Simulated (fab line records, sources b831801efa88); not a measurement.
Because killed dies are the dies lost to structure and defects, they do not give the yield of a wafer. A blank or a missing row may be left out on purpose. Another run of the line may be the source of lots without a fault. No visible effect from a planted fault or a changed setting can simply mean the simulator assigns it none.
Which tool is to blame?	flow sky130	12 lots with 36 wafers sampled at 5 steps, on a route of 708 steps

## WHAT THE GAUGES SHOWED, per wafer
SKY_VIA3_RS_MEAS_22: measures by four-point-probe.
lot	measured	on	VIA3_W_RS (ohm/sq)
L075	day 39 09:25	filmMetro-04	0.295 0.293 0.297
L077	day 41 03:05	filmMetro-04	0.291 0.289 0.293
L079	day 44 03:41	filmMetro-02	0.295 0.287 0.288
L083	day 44 04:12	filmMetro-03	0.289 0.290 0.290
L081	day 44 05:16	filmMetro-02	0.293 0.293 0.292
L084	day 44 05:33	filmMetro-02	0.300 0.297 0.293
L088	day 44 08:46	filmMetro-04	0.294 0.289 0.291
L089	day 44 12:17	filmMetro-02	0.299 0.291 0.293
L091	day 44 11:58	filmMetro-03	0.290 0.296 0.295
L093	day 44 20:13	filmMetro-02	0.293 0.293 0.289
L095	day 44 23:32	filmMetro-02	0.295 0.300 0.291
L097	day 45 21:26	filmMetro-02	0.297 0.291 0.288

## EACH LOT AND THE TOOL THAT RAN IT (in order: tool; ch and the chambers of the sampled wafers; start)
lot	SKY_SPACER_ETCHBACK_02	SKY_METAL1_DESCUM_17	SKY_CAPM_STRIP_14	SKY_VIA3_CVD_21
L075	rieDiel-01 ch 1,2,3, day 22 20:25	rieMetal-03 ch 0,1, day 32 14:45	plasmaAsher-02 ch 0,1, day 37 05:42	cvdW-01 ch 0,1, day 39 09:17
L077	rieDiel-03 ch 0,1,2, day 24 18:22	rieMetal-03 ch 1, day 34 09:27	plasmaAsher-01 ch 0,1, day 38 22:03	cvdW-01 ch 0,1, day 41 02:58
L079	rieDiel-01 ch 0,2,3, day 28 09:37	rieMetal-03 ch 0, day 37 16:04	plasmaAsher-04 ch 0,1, day 42 02:43	cvdW-02 ch 0,1, day 44 03:34
L083	rieDiel-01 ch 1,2, day 28 11:52	rieMetal-04 ch 0, day 37 17:51	plasmaAsher-01 ch 0, day 42 03:00	cvdW-02 ch 0, day 44 04:05
L081	rieDiel-02 ch 1,2,3, day 28 11:56	rieMetal-04 ch 0, day 37 19:33	plasmaAsher-04 ch 0,1, day 42 03:55	cvdW-02 ch 0,1, day 44 05:05
L084	rieDiel-01 ch 0,1,2, day 28 13:05	rieMetal-03 ch 0, day 37 19:55	plasmaAsher-01 ch 0,1, day 42 04:12	cvdW-02 ch 0,1, day 44 05:25
L088	rieDiel-01 ch 0,1,2, day 28 20:07	rieMetal-01 ch 0,1, day 38 01:43	plasmaAsher-02 ch 0,1, day 42 08:42	cvdW-02 ch 0,1, day 44 08:39
L089	rieDiel-01 ch 1,3, day 28 21:56	rieMetal-01 ch 0,1, day 38 03:34	plasmaAsher-01 ch 0,1, day 42 10:16	cvdW-02 ch 0,1, day 44 12:10
L091	rieDiel-01 ch 0,1,3, day 28 23:08	rieMetal-04 ch 0,1, day 38 05:25	plasmaAsher-01 ch 0,1, day 42 11:10	cvdW-02 ch 0,1, day 44 11:51
L093	rieDiel-02 ch 0,1,2, day 29 10:28	rieMetal-04 ch 0,1, day 38 15:18	plasmaAsher-02 ch 0,1, day 42 19:46	cvdW-02 ch 0,1, day 44 20:04
L095	rieDiel-03 ch 1,2,3, day 29 17:19	rieMetal-04 ch 0,1, day 38 20:28	plasmaAsher-02 ch 0,1, day 43 00:57	cvdW-02 ch 0,1, day 44 23:24
L097	rieDiel-03 ch 0,1, day 30 16:10	rieMetal-04 ch 0,1, day 39 21:31	plasmaAsher-02 ch 0,1, day 44 00:00	cvdW-02 ch 0,1, day 45 21:19
- SKY_SPACER_ETCHBACK_02: etches Si3N4 in CH3F/O2, stops on SiO2, time 46.7 s, target depth 45 nm.
- SKY_METAL1_DESCUM_17: chemistry O2, time 8 s.
- SKY_CAPM_STRIP_14: strips in O2/N2.
- SKY_VIA3_CVD_21: deposits W, target thk 390 nm, time 117.31 s.

## THE ANSWER, worked out from the rows above alone
Rule: the lots themselves supply what counts as usual. The widest of any qualifying gaps counts: lots, ordered by their means at a reading, are off when they make up no more than a third of the lots, leave a main group of 4 or more, and stand apart from it by 3 or more times the standard deviation of that group's means. The tables above print the reading to a certain number of digits; a main group whose means all agree to those digits is not used. Also off: a lot with no number at a reading for which 4 or more lots have one. The other lots that the step has rows for count as sound.
None of the lots is off at any reading shown; this tells nothing.

## WHAT THE SIMULATOR PUT IN
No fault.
